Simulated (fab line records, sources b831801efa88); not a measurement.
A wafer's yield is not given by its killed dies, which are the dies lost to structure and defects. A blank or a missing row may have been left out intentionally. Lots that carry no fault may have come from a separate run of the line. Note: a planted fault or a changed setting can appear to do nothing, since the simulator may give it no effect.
One fault through the eyes of 2 desks -- flow sky130 -- numbers are kept per desk, each desk with only its own; the story behind them comes last

FOR THE TOOL OWNER'S DESK: hdpcvd-02
The tool's own readings at SKY_FIELD_ISO_CVD_24 (deposits SiO2, target thk 595 nm, time 99.2 s): means of the sampled wafers that have a number, for each lot that ran on this tool. Marked OUT: a lot whose mean sits more than 4 standard deviations from the usual mean, which makes it out of limits; the brackets give that distance.
Columns: A = pressure_mtorr at SKY_FIELD_ISO_CVD_24, usual 6.002 mTorr
lot,first seen here,A
L462,day 2 10:46,6.002
L465,day 2 21:41,6.005
L467,day 3 10:44,6.003
L474,day 4 22:04,5.999
L475,day 5 03:23,6.007
L476,day 5 09:49,6.009
Result from this desk: across the 6 lots, nothing is out of limits.

THE METROLOGY DESK
Lot by lot, what the gauges showed, no matter which tool ran the lot: averages of those sampled wafers that carry a number. Marked OUT: a lot whose mean sits more than 4 standard deviations from the usual mean, which makes it out of limits; the brackets give that distance.
Columns: A = INCOMING_BOW at SKY_FIELD_ISO_BOW_MEAS_00, usual -1 um; B = FIELD_ISO_OXIDATION_00_THK at SKY_FIELD_ISO_THK_MEAS_02, usual 11.97 nm; C = FIELD_ISO_OXIDATION_01_THK at SKY_FIELD_ISO_THK_MEAS_23, usual 9.95 nm; D = FIELD_ISO_CVD_24_THK at SKY_FIELD_ISO_THK_MEAS_25, usual 592 nm
lot,first seen here,A,B,C,D
L462,day 1 10:01,-1,12.15,10.36,585
L463,day 1 15:01,-5,11.65,10.12,597
L464,day 1 20:00,2,11.99,9.94,597
L465,day 2 01:01,-2,12.21,9.59,594
L466,day 2 06:00,-0,11.79,9.92,605
L467,day 2 11:02,-1,12.07,9.99,595
L474,day 3 22:01,-9,12.07,9.83,588
L475,day 4 03:01,4,12.08,9.83,492 (-14) OUT
L476,day 4 08:01,2,11.88,10.26,491 (-14) OUT
L485,day 6 05:00,0,12.18,9.62,590
Finding of this desk: L475, L476 out of limits, first seen on L475 at day 5 03:28 (FIELD_ISO_CVD_24_THK at SKY_FIELD_ISO_THK_MEAS_25). L462, L463, L464, L465, L466, L467, L474, L485 stayed within limits.

TAKEN TOGETHER
At day 5 03:28 the metrology desk could have sounded an alarm, on L475, L476.
The tool owner's desk saw nothing out of limits.
On record at the tool owner's desk: L475, L476, within its limits.
Every lot named ran SKY_FIELD_ISO_CVD_24 on hdpcvd-02.

WHAT THE SIMULATOR PUT IN
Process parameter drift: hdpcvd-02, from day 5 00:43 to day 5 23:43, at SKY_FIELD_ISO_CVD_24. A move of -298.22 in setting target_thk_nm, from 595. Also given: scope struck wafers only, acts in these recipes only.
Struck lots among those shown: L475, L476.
Delay in hours, fault start to first out-of-limits reading, per desk: metrology desk 3.
